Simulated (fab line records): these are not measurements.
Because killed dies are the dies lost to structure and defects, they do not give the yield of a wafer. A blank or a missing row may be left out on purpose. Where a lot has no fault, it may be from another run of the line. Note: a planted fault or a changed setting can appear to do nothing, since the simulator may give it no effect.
fab line records :: flow sky130
record
  lots=4
  wafers=12
  last_day=50
route steps=708 shown VIA2@515 METAL3@532 CAPM@537 PAD_OPEN@708
lots that met no fault: taken from a fault-free run of the same line
start_h: start of the lot's first displayed wafer, in hours after the record's first day :: wait_h: hours elapsed since this lot's preceding step :: " identical to the entry in the row above :: L1.1+2: several wafers, shown together as one row :: - no value, or no start was given :: * or withheld: withheld :: < > ~ a bound
route shown NAME@n: NAME is a module with steps in the file, n the number in the route of the first one :: usual: mean and standard deviation over wafers with no fault :: same: alike in all rows :: chamber/n: place in a boat :: sites: the reading at each site :: _std_site: standard deviation of those values :: _edge_site: the outer-site mean with the inner-site mean subtracted :: radius_mm: how far each site lies from the wafer's centre :: mask NAME#n: copy n :: behind: the tool/chamber that last shaped the wafer :: hold: what put the lot on hold/how long, in hours/how the hold closed :: device: names the non-switching transistor (n, p or np) :: end of line: tests of these same wafers at the route's end :: for a step that has no rows: nothing shown but its recipe :: killed: dies that structure and defects cost at the first sort, which is not the same as the wafer's yield :: map: a wafer's dies, x killed, . not, _ none there
set.NAME: the setting that was run; set.NAME@STEP: the one run at that earlier step :: model.NAME: the simulator's own value behind a step, which no gauge read
lots at selected steps of the route; one table per step, one row per wafer
services: the hour from which a tool's chamber was out of use, counted from the record's first day as start_h (under 0 if before that day), plus the number of hours and why
## steps
# step SKY_VIA2_SOFTBAKE_08
# recipe
  temp_c=100
  time_s=90
  resist=KrF-thick
# step SKY_VIA2_EXPOSE_09
# recipe
  mask_id=VIM2
  na=0.8
  source_shape=annular
  sigma_inner=0.55
  sigma_outer=0.85
  target_cd_nm=200
  dose_mj=38
# step SKY_VIA2_PEB_10
# recipe
  peb_temp_c=withheld
  peb_time_s=withheld
  resist=KrF-thick
# step SKY_VIA2_DEVELOP_11
# recipe
  develop_time_s=60
  resist=KrF-thick
  dev_temp_c=21
# step SKY_VIA2_ETCH_14
# recipe
  chemistry=N2/H2
  target=BARC
  ion_energy_ev=200
  source_w=500
  bias_w=100
  pressure_mtorr=30
  n2_flow_sccm=100
  h2_flow_sccm=200
  stop_on=SiO2
  time_s=45.9
  target_depth_a=600
# step SKY_VIA2_ETCH_15
# recipe
  target=SiO2
  chemistry=C4F8/O2/Ar
  target_depth_nm=546
  stop_on=TiN
  mask_material=KrF-thick
  source_w=1500
  bias_w=1200
  pressure_mtorr=40
  c4f8_flow_sccm=withheld
  O2_flow_sccm=6
  Ar_flow_sccm=300
  time_s=84
# step SKY_VIA2_STRIP_16
# recipe
  chemistry=O2/N2
  power_w=1400
  pressure_mtorr=1500
  platen_temp_c=withheld
  o2_flow_sccm=3000
  n2_flow_sccm=300
  overash_fraction=0.5
# step SKY_VIA2_STRIP_17
# recipe
  chemistry=post_etch_residue_remover
  time_s=1200
  temp_c=72.5
# step SKY_VIA2_CLEAN_18
# recipe
  chemistry=IPA
  time_s=180
  temp_c=25
# step SKY_VIA2_CLEAN_19
# recipe
  chemistry=O3/DIW
  dry=n2_spin
# step SKY_VIA2_SPUTTER_20
# recipe
  material=TiN
  target_thk_nm=20
  chamber_pressure_pa=5
  power_w=4000
  time_s=80
# usual
  cathode_dc_power_W=4000.0/0.78
  throttle_valve_pct=30.0/1.2
lot.wafer: L358.1
tool: pvd_sputter-03
chamber: -
start_h: 898.86
wait_h: 0.0
cathode_dc_power_W: 3998.8
throttle_valve_pct: 29.4

lot.wafer: L358.5
tool: pvd_sputter-03
chamber: -
start_h: 898.86
wait_h: 0.0
cathode_dc_power_W: 4001.0
throttle_valve_pct: 31.4

lot.wafer: L358.6
tool: pvd_sputter-03
chamber: -
start_h: 898.86
wait_h: 0.0
cathode_dc_power_W: 4000.0
throttle_valve_pct: 30.3

lot.wafer: L359.2
tool: pvd_sputter-01
chamber: -
start_h: 913.65
wait_h: 0.0
cathode_dc_power_W: 4000.3
throttle_valve_pct: 29.9

lot.wafer: L359.4
tool: pvd_sputter-01
chamber: -
start_h: 913.65
wait_h: 0.0
cathode_dc_power_W: 3999.0
throttle_valve_pct: 29.1

lot.wafer: L359.6
tool: pvd_sputter-01
chamber: -
start_h: 913.65
wait_h: 0.0
cathode_dc_power_W: 4000.8
throttle_valve_pct: 28.9

lot.wafer: L360.3
tool: pvd_sputter-01
chamber: -
start_h: 923.10
wait_h: 0.0
cathode_dc_power_W: 4000.6
throttle_valve_pct: 30.6

lot.wafer: L360.4
tool: pvd_sputter-01
chamber: -
start_h: 923.10
wait_h: 0.0
cathode_dc_power_W: 3999.1
throttle_valve_pct: 29.8

lot.wafer: L360.6
tool: pvd_sputter-01
chamber: -
start_h: 923.10
wait_h: 0.0
cathode_dc_power_W: 4000.2
throttle_valve_pct: 28.8

lot.wafer: L372.1
tool: pvd_sputter-01
chamber: -
start_h: 1003.80
wait_h: 0.0
cathode_dc_power_W: 3999.9
throttle_valve_pct: 30.2

lot.wafer: L372.3
tool: pvd_sputter-01
chamber: -
start_h: 1003.80
wait_h: 0.0
cathode_dc_power_W: 3999.8
throttle_valve_pct: 29.0

lot.wafer: L372.5
tool: pvd_sputter-01
chamber: -
start_h: 1003.80
wait_h: 0.0
cathode_dc_power_W: 4000.4
throttle_valve_pct: 29.8
# step SKY_VIA2_CVD_21
# recipe
  material=W
  target_thk_nm=420
  time_s=126.4
  temp_c=400
  pressure_torr=40
# step SKY_VIA2_CMP_24
# recipe
  stop_on=SiO2
  t_overpolish_s=20
  down_force_psi=3.5
  platen_rpm=60
  target_thk_nm=0
  pad_velocity_m_s=0.94248
# step SKY_METAL3_SPUTTER_00
# recipe
  material=Ti
  target_thk_nm=15
  power_w=3000
  time_s=10
  chamber_pressure_pa=0.4
# step SKY_METAL3_SPUTTER_01
# recipe
  material=TiN
  target_thk_nm=20
  power_w=6500
  time_s=16.7
  chamber_pressure_pa=0.4
# step SKY_METAL3_SPUTTER_02
# recipe
  material=AlCu
  target_thk_nm=735
  power_w=10600
  time_s=39.1
  chamber_pressure_pa=0.4
# step SKY_METAL3_SPUTTER_03
# recipe
  material=Ti
  target_thk_nm=5
  power_w=3000
  time_s=3.3
  chamber_pressure_pa=0.4
# step SKY_METAL3_SPUTTER_04
# recipe
  material=TiN
  target_thk_nm=70
  power_w=6500
  time_s=58.3
  chamber_pressure_pa=0.4
# step SKY_CAPM_CVD_00
# recipe
  material=SiO2
  target_thk_nm=15.5
  temp_c=400
  time_s=withheld
  rf_w=450
# step SKY_CAPM_SPUTTER_02
# recipe
  material=TiN
  target_thk_nm=200
  temp_c=300
  power_w=6500
  time_s=169.9
  chamber_pressure_pa=0.4
# step SKY_CAPM_DEHYDRATE_05
# recipe
  temp_c=200
  time_s=60
# step SKY_CAPM_HMDS_06
# recipe
  prime_time_s=60
  prime_temp_c=120
# step SKY_CAPM_COAT_07
# recipe
  resist=NOVOLAK
  spin_rpm=3000
  resist_thk_nm=1140
# step SKY_CAPM_SOFTBAKE_08
# recipe
  temp_c=90
  time_s=60
  resist=NOVOLAK
# step SKY_CAPM_EXPOSE_09
# recipe
  mask_id=CAPM
  na=0.6
  source_shape=conventional
  sigma_outer=0.6
  polarization=unpolarized
  target_cd_nm=1000
  dose_mj=159
# step SKY_CAPM_PEB_10
# recipe
  temp_c=withheld
  time_s=*
  resist=NOVOLAK
# step SKY_CAPM_DEVELOP_11
# recipe
  resist=NOVOLAK
  developer=TMAH
  develop_time_s=60
  dev_temp_c=23
# step SKY_CAPM_METAL_ETCH_13
# recipe
  target_depth_nm=220
  stop_on=SiO2
  chemistry=Cl2/BCl3
  target=TiN
  pressure_mtorr=10
  icp_w=900
  bias_w=48.5
  Cl2_flow_sccm=60
  bcl3_flow_sccm=30
  time_s=62.9
# step SKY_CAPM_STRIP_14
# recipe
  chemistry=O2/N2
  power_w=1400
  pressure_mtorr=1500
  platen_temp_c=withheld
  o2_flow_sccm=3000
  n2_flow_sccm=300
  overash_fraction=0.5
# step SKY_CAPM_STRIP_15
# recipe
  chemistry=post_etch_residue_remover
  time_s=1200
  temp_c=72.5
# step SKY_CAPM_CLEAN_16
# recipe
  chemistry=IPA
  time_s=180
  temp_c=25
# step SKY_CAPM_CLEAN_17
# recipe
  chemistry=O3/DIW
  dry=n2_spin
# step SKY_METAL3_DEHYDRATE_05
# recipe
  temp_c=200
  time_s=60
# step SKY_METAL3_HMDS_06
# recipe
  prime_time_s=60
  prime_temp_c=120
# step SKY_PAD_OPEN_PROBE_99
# usual
  defect_limited_yield=82.4/1.8
  killed_at_M0_to_M3=44/6.3
  killed_at_M4_up=3.1/1.8
  killed_at_contacts=25/5.1
  killed_at_front_end=15/4.1
  killed_at_other=0.3/0.71
  killed_dies=87/8.8
  killed_on_rim=17/3.7
  killed_open=47/6.8
  killed_short=40/6.7
  sort_bin_3_pad_short=0.9/0.39
  sort_bin_5_function=10.4/1.5
  sort_bin_6_memory=6.4/1.1
  sort_n_pass=405/8.8
  sort_yield_pct=82.4/1.8
# same
  gross_dies=492
  killed_at_back_side=0
  sort_bin_4_leakage[%]=0
  sort_bin_8_speed[%]=0
lot.wafer: L358.1
tool: prober-02
chamber: -
start_h: 1116.90
wait_h: 0.1
defect_limited_yield[%]: 79.9
killed_at_M0_to_M3: 57
killed_at_M4_up: 3
killed_at_contacts: 22
killed_at_front_end: 17
killed_at_other: 0
killed_dies: 99
killed_on_rim: 17
killed_open: 53
killed_short: 46
sort_bin_3_pad_short[%]: 1.8
sort_bin_5_function[%]: 10.8
sort_bin_6_memory[%]: 7.5
sort_n_pass: 393
sort_yield_pct[%]: 79.9
model.etest.tester.sort_n_pass: 393
model.etest.tester.sort_yield_pct: 79.88
model.etest.tester.sort_bin_5_pct: 10.77
model.etest.tester.sort_bin_3_pct: 1.829

lot.wafer: L358.5
tool: prober-02
chamber: -
start_h: 1117.10
wait_h: 0.2
defect_limited_yield[%]: 83.1
killed_at_M0_to_M3: 34
killed_at_M4_up: 6
killed_at_contacts: 26
killed_at_front_end: 13
killed_at_other: 4
killed_dies: 83
killed_on_rim: 17
killed_open: 48
killed_short: 31
sort_bin_3_pad_short[%]: 0.8
sort_bin_5_function[%]: 8.9
sort_bin_6_memory[%]: 7.1
sort_n_pass: 409
sort_yield_pct[%]: 83.1
model.etest.tester.sort_n_pass: 409
model.etest.tester.sort_yield_pct: 83.13
model.etest.tester.sort_bin_5_pct: 8.943
model.etest.tester.sort_bin_3_pct: 0.813

lot.wafer: L358.6
tool: prober-02
chamber: -
start_h: 1117.15
wait_h: 0.2
defect_limited_yield[%]: 83.7
killed_at_M0_to_M3: 47
killed_at_M4_up: 3
killed_at_contacts: 22
killed_at_front_end: 7
killed_at_other: 1
killed_dies: 80
killed_on_rim: 18
killed_open: 42
killed_short: 37
sort_bin_3_pad_short[%]: 0.8
sort_bin_5_function[%]: 8.9
sort_bin_6_memory[%]: 6.5
sort_n_pass: 412
sort_yield_pct[%]: 83.7
model.etest.tester.sort_n_pass: 412
model.etest.tester.sort_yield_pct: 83.74
model.etest.tester.sort_bin_5_pct: 8.943
model.etest.tester.sort_bin_3_pct: 0.813

lot.wafer: L359.2
tool: prober-01
chamber: -
start_h: 1128.92
wait_h: 0.1
defect_limited_yield[%]: 83.3
killed_at_M0_to_M3: 30
killed_at_M4_up: 1
killed_at_contacts: 30
killed_at_front_end: 20
killed_at_other: 1
killed_dies: 82
killed_on_rim: 15
killed_open: 39
killed_short: 43
sort_bin_3_pad_short[%]: 0.6
sort_bin_5_function[%]: 10.2
sort_bin_6_memory[%]: 5.9
sort_n_pass: 410
sort_yield_pct[%]: 83.3
model.etest.tester.sort_n_pass: 410
model.etest.tester.sort_yield_pct: 83.33
model.etest.tester.sort_bin_5_pct: 10.16
model.etest.tester.sort_bin_3_pct: 0.6098

lot.wafer: L359.4
tool: prober-01
chamber: -
start_h: 1129.02
wait_h: 0.2
defect_limited_yield[%]: 76.4
killed_at_M0_to_M3: 71
killed_at_M4_up: 3
killed_at_contacts: 28
killed_at_front_end: 14
killed_at_other: 0
killed_dies: 116
killed_on_rim: 27
killed_open: 45
killed_short: 32
sort_bin_3_pad_short[%]: 3.3
sort_bin_5_function[%]: 11.4
sort_bin_6_memory[%]: 8.9
sort_n_pass: 376
sort_yield_pct[%]: 76.4
model.etest.tester.sort_n_pass: 376
model.etest.tester.sort_yield_pct: 76.42
model.etest.tester.sort_bin_5_pct: 11.38
model.etest.tester.sort_bin_3_pct: 3.252

lot.wafer: L359.6
tool: prober-01
chamber: -
start_h: 1129.12
wait_h: 0.2
defect_limited_yield[%]: 76.2
killed_at_M0_to_M3: 80
killed_at_M4_up: 3
killed_at_contacts: 20
killed_at_front_end: 14
killed_at_other: 0
killed_dies: 117
killed_on_rim: 29
killed_open: 42
killed_short: 35
sort_bin_3_pad_short[%]: 3.9
sort_bin_5_function[%]: 14.6
sort_bin_6_memory[%]: 5.3
sort_n_pass: 375
sort_yield_pct[%]: 76.2
model.etest.tester.sort_n_pass: 375
model.etest.tester.sort_yield_pct: 76.22
model.etest.tester.sort_bin_5_pct: 14.63
model.etest.tester.sort_bin_3_pct: 3.862

lot.wafer: L360.3
tool: prober-01
chamber: -
start_h: 1136.75
wait_h: 0.2
defect_limited_yield[%]: 82.1
killed_at_M0_to_M3: 40
killed_at_M4_up: 3
killed_at_contacts: 21
killed_at_front_end: 24
killed_at_other: 0
killed_dies: 88
killed_on_rim: 13
killed_open: 37
killed_short: 51
sort_bin_3_pad_short[%]: 0.4
sort_bin_5_function[%]: 11.2
sort_bin_6_memory[%]: 6.3
sort_n_pass: 404
sort_yield_pct[%]: 82.1
model.etest.tester.sort_n_pass: 404
model.etest.tester.sort_yield_pct: 82.11
model.etest.tester.sort_bin_5_pct: 11.18
model.etest.tester.sort_bin_3_pct: 0.4065

lot.wafer: L360.4
tool: prober-01
chamber: -
start_h: 1136.80
wait_h: 0.2
defect_limited_yield[%]: 75.0
killed_at_M0_to_M3: 48
killed_at_M4_up: 4
killed_at_contacts: 24
killed_at_front_end: 17
killed_at_other: 30
killed_dies: 123
killed_on_rim: 32
killed_open: 42
killed_short: 51
sort_bin_3_pad_short[%]: 2.0
sort_bin_5_function[%]: 15.7
sort_bin_6_memory[%]: 7.3
sort_n_pass: 369
sort_yield_pct[%]: 75.0
model.etest.tester.sort_n_pass: 369
model.etest.tester.sort_yield_pct: 75
model.etest.tester.sort_bin_5_pct: 15.65
model.etest.tester.sort_bin_3_pct: 2.033

lot.wafer: L360.6
tool: prober-01
chamber: -
start_h: 1136.90
wait_h: 0.2
defect_limited_yield[%]: 73.4
killed_at_M0_to_M3: 80
killed_at_M4_up: 8
killed_at_contacts: 30
killed_at_front_end: 13
killed_at_other: 0
killed_dies: 131
killed_on_rim: 29
killed_open: 48
killed_short: 45
sort_bin_3_pad_short[%]: 3.3
sort_bin_5_function[%]: 15.7
sort_bin_6_memory[%]: 7.7
sort_n_pass: 361
sort_yield_pct[%]: 73.4
model.etest.tester.sort_n_pass: 361
model.etest.tester.sort_yield_pct: 73.37
model.etest.tester.sort_bin_5_pct: 15.65
model.etest.tester.sort_bin_3_pct: 3.252
# killed by level:class
L358.1 VIA1:geometric_particle:open=10 VIA2:geometric_particle:open=9 VIA3:geometric_particle:open=9 LI_CONTACT:geometric_particle:open=6 LOCAL_INTERCONNECT:geometric_particle:short=6 POLY_GATE:geometric_particle:open=5 METAL1:geometric_particle:short=5 CONTACT:geometric_particle:open=5
L358.5 VIA3:geometric_particle:open=12 VIA1:geometric_particle:open=9 CONTACT:geometric_particle:short=7 FIELD_ISO:geometric_particle:open=6 LI_CONTACT:geometric_particle:open=6 LOCAL_INTERCONNECT:geometric_particle:short=6 CONTACT:geometric_particle:open=5 METAL4:geometric_particle:short=4
L358.6 VIA1:geometric_particle:open=8 CONTACT:geometric_particle:open=7 METAL1:geometric_particle:short=7 VIA3:geometric_particle:open=7 LI_CONTACT:geometric_particle:open=6 VIA3:geometric_particle:short=5 LOCAL_INTERCONNECT:geometric_particle:short=4 CONTACT:geometric_particle:short=4
L359.2 VIA1:geometric_particle:open=10 CONTACT:geometric_particle:open=8 FIELD_ISO:geometric_particle:short=6 CONTACT:geometric_particle:short=6 LI_CONTACT:geometric_particle:open=5 LI_CONTACT:geometric_particle:short=5 LOCAL_INTERCONNECT:geometric_particle:short=5 SPACER:geometric_particle:short=4
L359.4 VIA2:unspecified=39 CONTACT:geometric_particle:open=9 VIA3:geometric_particle:open=7 LI_CONTACT:geometric_particle:open=7 VIA1:geometric_particle:open=7 METAL2:geometric_particle:short=6 FIELD_ISO:geometric_particle:open=5 CONTACT:geometric_particle:short=5
L359.6 VIA2:unspecified=40 VIA1:geometric_particle:open=9 VIA2:geometric_particle:open=7 LI_CONTACT:geometric_particle:open=6 VIA3:geometric_particle:open=6 POLY_GATE:geometric_particle:open=5 FIELD_ISO:geometric_particle:short=4 LOCAL_INTERCONNECT:geometric_particle:short=4
L360.3 POLY_GATE:geometric_particle:short=8 METAL1:geometric_particle:short=8 VIA2:geometric_particle:open=8 LOCAL_INTERCONNECT:geometric_particle:short=6 CONTACT:geometric_particle:short=5 VIA1:geometric_particle:open=5 VIA1:geometric_particle:short=5 FIELD_ISO:geometric_particle:open=4
L360.4 PAD_OPEN:area_etch=30 VIA1:geometric_particle:open=9 FIELD_ISO:geometric_particle:open=6 LI_CONTACT:geometric_particle:short=6 CONTACT:geometric_particle:short=6 VIA2:geometric_particle:short=6 VIA3:geometric_particle:open=6 FIELD_ISO:geometric_particle:short=5
L360.6 VIA2:unspecified=38 CONTACT:geometric_particle:open=13 METAL2:geometric_particle:short=8 VIA1:geometric_particle:open=7 LI_CONTACT:geometric_particle:open=6 VIA2:geometric_particle:open=6 POLY_GATE:geometric_particle:open=5 CONTACT:geometric_particle:short=5
# map L359.6 (x killed, . not)
__________x...x....._________
________x...x...x....._______
______.....x.......x...x_____
_____xx...x...x..x.......____
____....x.....x..x......x.___
___..x.x.x..............x..__
__x..........x.x...xx..x...x_
_......x.x..x.........x......
_......xx........x..x........
_........x.x......x.x.x.x....
_.......x.................x..
_..x...xx................x.x.
_............................
_x..x.....x......x..x.......x
_x.xx.xxx.x.......x.x........
__xxxxxxx..x....x.x........._
___xxxxxxxx..x.........x...__
____xxxxxxx.x....x........___
_____xxxxxx........x..x..____
______xxxx.x.x..x......._____
________xxxx..xx.....x_______
__________x....x...._________
# map L360.6 (x killed, . not)
__________......x..._________
________......x......._______
______...x..x.......x..x_____
_____x.......x...x..x..x.____
____.....x..............x.___
___...x..x....x..x.........__
__x..x.x..x...x...........x._
_..x........x...xx.....xx..x.
_....xx.x..x....x..........x.
_x...x...xx.x.x..xx..xx......
_.............xxx.x..........
_x..x......x......x..x...x..x
_.x....x..x..x.xxx...........
_...xx.......x......x.xxx...x
_.xxx.xx...xx......x.x...xx..
__xxxxxxxxx.xx........x....._
___xxxxxxxx...x.........x..__
____xxxxxxx.......x.......___
_____xxxxxx..x...........____
______xxxx........x....._____
________xx....x......._______
__________....xx...x_________
## services
tool: pvd_sputter-03
chamber: -
start_h: 910.80
hours: 4.8
kind: repair

tool: pvd_sputter-03
chamber: 1
start_h: 946.64
hours: -
kind: consumable_replace:kit

tool: pvd_sputter-03
chamber: 1
start_h: 946.64
hours: 18.0
kind: scheduled_down

tool: pvd_sputter-03
chamber: 1
start_h: 946.64
hours: 18.0
kind: vent_cycle

tool: pvd_sputter-01
chamber: 0
start_h: 958.13
hours: -
kind: consumable_replace:kit

tool: pvd_sputter-01
chamber: 0
start_h: 958.13
hours: 18.0
kind: scheduled_down

tool: pvd_sputter-01
chamber: 0
start_h: 958.13
hours: 18.0
kind: vent_cycle

tool: pvd_sputter-01
chamber: -
start_h: 993.17
hours: 8.9
kind: repair
## key
first_sign
  step=SKY_PAD_OPEN_PROBE_99
  reading=sort_bin_3_pad_short
  direction=up
  sigmas=6.7
  usual=0.9
  struck=3.5
effect
  step=SKY_PAD_OPEN_PROBE_99
  reading=killed_at_M0_to_M3
  direction=up
  sigmas=5.3
  usual=44
  struck=77
model_effect
  step=SKY_PAD_OPEN_PROBE_99
  value=etest.tester.sort_n_pass
  without=403
  struck=370.7
met_at SKY_VIA2_SPUTTER_20
struck_wafers L359.4,L359.6,L360.6
baseline_loss
  step=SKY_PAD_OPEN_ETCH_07
  wafers=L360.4
fault
  kind=chamber_particle_source
  tool=pvd_sputter-01
  chamber=-
  onset_h=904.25
  steps=SKY_VIA2_SPUTTER_20
  rate_per_visit_cm2=1.1344
  end_h=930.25
  scope=struck_wafers_only
# baseline_loss: these wafers lose ten dies or more at that step, a loss of the line's own and not of a fault; the sort's usual values leave them out
